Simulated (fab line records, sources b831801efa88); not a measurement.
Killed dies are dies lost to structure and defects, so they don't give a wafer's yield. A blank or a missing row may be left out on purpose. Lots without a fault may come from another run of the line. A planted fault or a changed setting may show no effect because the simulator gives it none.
fab line records | flow sky130
record lots=13 wafers=39 last_day=50
route steps=708 shown GATE_OXIDE@203 PAD_OPEN@708
lots that met no fault: from a run of the same line without faults
start_h: hours from the record's first day to the start of the lot's first wafer shown | wait_h: hours since the lot's step before | " the same as in the row above | L1.1+2: a row that stands for several wafers | - no value, or no start given | * or withheld: withheld | < > ~ a bound
route shown NAME@n: a module of which the file shows steps, and the number in the route of the first | usual: mean/standard deviation of fault-free wafers | same: alike in all rows | chamber/n: place in a boat | sites: the reading at each site | _std_site: their standard deviation | _edge_site: outer sites' mean less inner sites' | radius_mm: how far each site lies from the wafer's centre | mask NAME#n: copy n | behind: the tool/chamber that last shaped the wafer | hold: why the lot was held/for how many hours/how that ended | device: the transistor (n, p or np) that didn't switch | end of line: the same wafers' tests at the end of the route | a step without rows: its recipe alone | killed: dies lost to structure and defects at the first sort, not the wafer's yield | map: a wafer's dies, x killed, . not, _ none there
set.NAME: the setting as run; set.NAME@STEP: as run at that earlier step | model.NAME: the simulator's own value behind a step, which no gauge read
steps of the route over a sample of lots; a table a step, a row a wafer
services: from which hour (start_h, from the record's first day; less than 0 if before it) a tool's chamber was out of use, for how many hours, and why
## steps
# step SKY_GATE_OXIDE_OXIDATION_16
# recipe temp_c=800 ambient=O2 idle_temp_c=700 ramp_up_c_per_min=10 ramp_down_c_per_min=3 stabilise_s=600 purge_s=300 target_thk_a=35.7 ox_time_s=1915
# usual zone_power_centre_pct=14.7/0.96 zone_power_top_pct=29.8/1
# columns lot.wafer tool chamber start_h wait_h zone_power_centre_pct zone_power_top_pct
L980.1 furnace-02 0 334.12 0.4 15.7 29.2
L980.2 " 0 " " 15.3 29.0
L980.3 " 0 " " 15.4 29.1
L981.1 furnace-02 0 338.41 0.0 15.6 28.6
L981.3 " 0 " " 15.7 28.2
L981.5 " 0 " " 15.6 28.9
L983.1 furnace-01 0 346.23 0.2 13.5 31.2
L983.2 " 0 " " 13.6 30.6
L983.6 " 0 " " 13.7 31.0
L984.4 furnace-01 0 354.11 0.1 13.5 31.0
L984.5 " 0 " " 13.8 30.8
L984.6 " 0 " " 13.7 30.8
L989.1 furnace-01 0 392.39 0.0 13.7 30.4
L989.5 " 0 " " 13.5 30.5
L989.6 " 0 " " 13.8 31.2
L993.2 furnace-02 0 436.46 1.1 15.8 29.0
L993.4 " 0 " " 15.4 28.9
L993.5 " 0 " " 15.4 29.6
L994.3 furnace-02 0 438.25 0.0 15.7 28.8
L994.4 " 0 " " 15.5 29.1
L994.6 " 0 " " 15.6 28.7
L995.2 furnace-02 0 443.86 0.0 15.5 29.4
L995.4 " 0 " " 15.6 29.0
L995.5 " 0 " " 15.4 28.6
L997.1 furnace-02 0 460.40 0.0 15.7 29.0
L997.2 " 0 " " 15.4 28.9
L997.6 " 0 " " 15.8 28.9
L998.1 furnace-02 0 467.62 0.7 15.6 28.9
L998.2 " 0 " " 15.7 29.1
L998.5 " 0 " " 15.5 29.0
L999.2 furnace-02 0 488.20 0.0 15.4 28.5
L999.3 " 0 " " 15.5 29.1
L999.6 " 0 " " 15.8 29.4
L100.1 furnace-02 0 508.71 0.0 15.6 29.3
L100.4 " 0 " " 15.5 28.7
L100.6 " 0 " " 15.5 28.9
L102.2 furnace-01 0 516.98 0.7 13.7 31.0
L102.4 " 0 " " 13.5 30.9
L102.5 " 0 " " 13.5 30.4
# step SKY_PAD_OPEN_PROBE_99
# usual killed_at_M0_to_M3=44/7.1 killed_at_M4_up=3.0/1.9 killed_at_contacts=25/5.6 killed_at_front_end=14/4.1 killed_at_other=0.2/0.44 killed_dies=86/9.1 killed_open=47/7.4 killed_short=39/5.7
# same gross_dies=492 killed_at_back_side=0
# columns lot.wafer tool chamber start_h wait_h hold killed_at_M0_to_M3 killed_at_M4_up killed_at_contacts killed_at_front_end killed_at_other killed_dies killed_open killed_short
L980.1 prober-02 - 1095.57 0.1 - 30 2 42 15 1 90 59 31
L980.2 prober-02 - 1095.62 0.1 - 34 1 30 14 0 79 40 39
L980.3 prober-02 - 1095.67 0.2 - 46 6 23 11 0 86 46 40
L989.1 prober-02 - 1128.98 0.1 await_dispo/5.3h/release 38 3 30 21 0 92 48 44
L989.5 prober-02 - 1129.18 0.2 await_dispo/5.3h/release 43 8 32 13 0 96 51 45
L989.6 prober-02 - 1129.23 0.2 await_dispo/5.3h/release 41 2 29 21 1 94 50 44
L994.3 prober-01 - 1164.28 0.2 - 37 1 39 11 0 88 49 39
L994.4 prober-01 - 1164.33 0.2 - 44 4 21 12 0 81 41 40
L994.6 prober-01 - 1164.43 0.2 - 35 1 22 11 0 69 37 32
L997.1 prober-01 - 1170.42 0.1 - 39 3 17 13 0 72 38 34
L997.2 prober-01 - 1170.47 0.1 - 41 4 25 11 0 81 42 39
L997.6 prober-01 - 1170.67 0.2 - 44 1 18 13 0 76 40 36
L998.1 prober-02 - 1174.60 0.1 - 44 2 29 16 0 91 54 37
L998.2 prober-02 - 1174.65 0.1 - 44 1 28 21 0 94 59 35
L998.5 prober-02 - 1174.80 0.2 - 42 3 16 15 0 76 35 41
L999.2 prober-01 - 1184.10 0.1 - 37 5 25 15 1 83 46 37
L999.3 prober-01 - 1184.15 0.2 - 57 2 27 14 1 101 63 38
L999.6 prober-01 - 1184.30 0.2 - 34 5 38 9 0 86 50 36
L100.1 prober-01 - 1206.06 0.1 - 55 2 30 12 0 99 46 53
L100.4 prober-01 - 1206.21 0.2 - 42 2 24 20 0 88 49 39
L100.6 prober-01 - 1206.31 0.2 - 53 3 22 13 0 91 48 43
# killed by level:class
L980.1 CONTACT:geometric_particle:open=22 VIA1:geometric_particle:open=10 LI_CONTACT:geometric_particle:open=8 LOCAL_INTERCONNECT:geometric_particle:short=7 METAL2:geometric_particle:short=6 FIELD_ISO:geometric_particle:open=4 POLY_GATE:geometric_particle:short=4 VIA2:geometric_particle:open=4
L980.2 LOCAL_INTERCONNECT:geometric_particle:short=10 CONTACT:geometric_particle:open=9 LI_CONTACT:geometric_particle:open=6 METAL2:geometric_particle:short=6 POLY_GATE:geometric_particle:short=5 VIA2:geometric_particle:open=5 VIA1:geometric_particle:open=4 VIA1:geometric_particle:short=4
L980.3 LI_CONTACT:geometric_particle:open=10 VIA1:geometric_particle:open=9 CONTACT:geometric_particle:open=6 VIA1:geometric_particle:short=6 VIA3:geometric_particle:open=6 METAL1:geometric_particle:short=5 METAL2:geometric_particle:short=5 METAL3:geometric_particle:short=5
L989.1 CONTACT:geometric_particle:open=11 LI_CONTACT:geometric_particle:open=10 METAL2:geometric_particle:short=8 VIA2:geometric_particle:open=8 POLY_GATE:geometric_particle:short=7 FIELD_ISO:geometric_particle:short=6 METAL1:geometric_particle:short=5 VIA1:geometric_particle:short=5
L989.5 CONTACT:geometric_particle:open=9 VIA3:geometric_particle:open=8 LI_CONTACT:geometric_particle:short=7 CONTACT:geometric_particle:short=7 FIELD_ISO:geometric_particle:short=6 METAL1:geometric_particle:short=6 VIA1:geometric_particle:open=6 LI_CONTACT:geometric_particle:open=5
L989.6 VIA1:geometric_particle:open=14 LI_CONTACT:geometric_particle:open=9 FIELD_ISO:geometric_particle:open=7 METAL1:geometric_particle:short=7 CONTACT:geometric_particle:open=6 LOCAL_INTERCONNECT:geometric_particle:short=5 POLY_GATE:geometric_particle:short=4 LI_CONTACT:geometric_particle:short=4
L994.3 CONTACT:geometric_particle:open=16 LI_CONTACT:geometric_particle:open=10 VIA1:geometric_particle:open=9 METAL2:geometric_particle:short=6 CONTACT:geometric_particle:short=5 VIA3:geometric_particle:open=5 FIELD_ISO:geometric_particle:open=4 LOCAL_INTERCONNECT:geometric_particle:short=4
L994.4 CONTACT:geometric_particle:open=8 METAL2:geometric_particle:short=8 METAL1:geometric_particle:short=7 VIA3:geometric_particle:open=6 VIA1:geometric_particle:short=6 VIA3:geometric_particle:short=5 FIELD_ISO:geometric_particle:open=5 VIA2:geometric_particle:open=5
L994.6 VIA1:geometric_particle:open=10 CONTACT:geometric_particle:open=8 VIA2:geometric_particle:open=6 CONTACT:geometric_particle:short=5 FIELD_ISO:geometric_particle:short=4 METAL2:geometric_particle:short=4 VIA2:geometric_particle:short=3 LI_CONTACT:geometric_particle:open=3
L997.1 CONTACT:geometric_particle:open=9 VIA1:geometric_particle:open=9 METAL1:geometric_particle:short=6 VIA3:geometric_particle:open=6 VIA2:geometric_particle:open=5 POLY_GATE:geometric_particle:short=4 FIELD_ISO:geometric_particle:short=3 CONTACT:geometric_particle:short=3
L997.2 LI_CONTACT:geometric_particle:open=11 METAL1:geometric_particle:short=11 CONTACT:geometric_particle:open=9 VIA1:geometric_particle:open=7 METAL2:geometric_particle:short=6 VIA2:geometric_particle:open=4 METAL3:geometric_particle:short=4 METAL4:geometric_particle:short=4
L997.6 VIA1:geometric_particle:open=8 VIA1:geometric_particle:short=7 CONTACT:geometric_particle:open=6 VIA2:geometric_particle:open=6 METAL2:geometric_particle:short=6 FIELD_ISO:geometric_particle:open=5 LI_CONTACT:geometric_particle:open=5 METAL1:geometric_particle:short=5
L998.1 VIA1:geometric_particle:open=14 CONTACT:geometric_particle:open=10 POLY_GATE:geometric_particle:open=6 VIA1:geometric_particle:short=6 LI_CONTACT:geometric_particle:open=6 CONTACT:geometric_particle:short=5 METAL3:geometric_particle:short=4 LOCAL_INTERCONNECT:geometric_particle:short=4
L998.2 VIA1:geometric_particle:open=10 CONTACT:geometric_particle:open=10 VIA3:geometric_particle:open=9 LI_CONTACT:geometric_particle:open=8 FIELD_ISO:geometric_particle:open=7 POLY_GATE:geometric_particle:open=5 VIA2:geometric_particle:open=5 FIELD_ISO:geometric_particle:short=4
L998.5 VIA1:geometric_particle:open=13 POLY_GATE:geometric_particle:short=6 METAL2:geometric_particle:short=6 LOCAL_INTERCONNECT:geometric_particle:short=6 FIELD_ISO:geometric_particle:short=4 CONTACT:geometric_particle:open=4 VIA2:geometric_particle:open=4 VIA3:geometric_particle:open=4
L999.2 VIA3:geometric_particle:open=9 VIA2:geometric_particle:open=8 LI_CONTACT:geometric_particle:open=7 CONTACT:geometric_particle:open=7 FIELD_ISO:geometric_particle:short=6 VIA1:geometric_particle:short=5 FIELD_ISO:geometric_particle:open=4 LI_CONTACT:geometric_particle:short=4
L999.3 CONTACT:geometric_particle:open=14 VIA1:geometric_particle:open=11 VIA2:geometric_particle:open=11 LI_CONTACT:geometric_particle:open=7 METAL2:geometric_particle:short=6 VIA3:geometric_particle:open=6 VIA3:geometric_particle:short=5 FIELD_ISO:geometric_particle:short=4
L999.6 CONTACT:geometric_particle:open=16 VIA1:geometric_particle:open=12 CONTACT:geometric_particle:short=10 FIELD_ISO:geometric_particle:open=4 LOCAL_INTERCONNECT:geometric_particle:short=4 METAL2:geometric_particle:short=4 VIA2:geometric_particle:open=4 POLY_GATE:geometric_particle:short=3
L100.1 VIA1:geometric_particle:open=16 METAL1:geometric_particle:short=9 LI_CONTACT:geometric_particle:open=8 CONTACT:geometric_particle:short=8 CONTACT:geometric_particle:open=8 VIA2:geometric_particle:short=8 LI_CONTACT:geometric_particle:short=5 METAL2:geometric_particle:short=5
L100.4 VIA1:geometric_particle:open=10 CONTACT:geometric_particle:open=8 METAL1:geometric_particle:short=7 CONTACT:geometric_particle:short=6 VIA1:geometric_particle:short=6 VIA3:geometric_particle:open=6 POLY_GATE:geometric_particle:short=5 FIELD_ISO:geometric_particle:open=4
L100.6 VIA1:geometric_particle:open=9 CONTACT:geometric_particle:open=8 VIA2:geometric_particle:open=8 CONTACT:geometric_particle:short=7 METAL2:geometric_particle:short=6 VIA3:geometric_particle:open=6 METAL1:geometric_particle:short=5 FIELD_ISO:geometric_particle:open=4
## services
# columns tool chamber start_h hours kind
furnace-01 - 483.28 2.2 pm
## key
first_sign step=SKY_PAD_OPEN_PROBE_99 reading=hold direction=added
effect none on later readings
met_at SKY_GATE_OXIDE_OXIDATION_16
struck_lots L989
tester_left_out L989
onset_between 354.11 392.39
fault kind=process_parameter_drift tool=furnace-01 chamber=- onset_h=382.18 steps=SKY_GATE_OXIDE_OXIDATION_16 channel=ox_time_s offset=* shape=step end_h=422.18 acts_in=* stated=*
# tester_left_out: of these lots the tester's yield and bins aren't shown, on N5 and GAA mostly nor the transistor test; their killed dies are dies lost to structure and defects alone, not to doping, threshold or leakage, so they don't give the yield
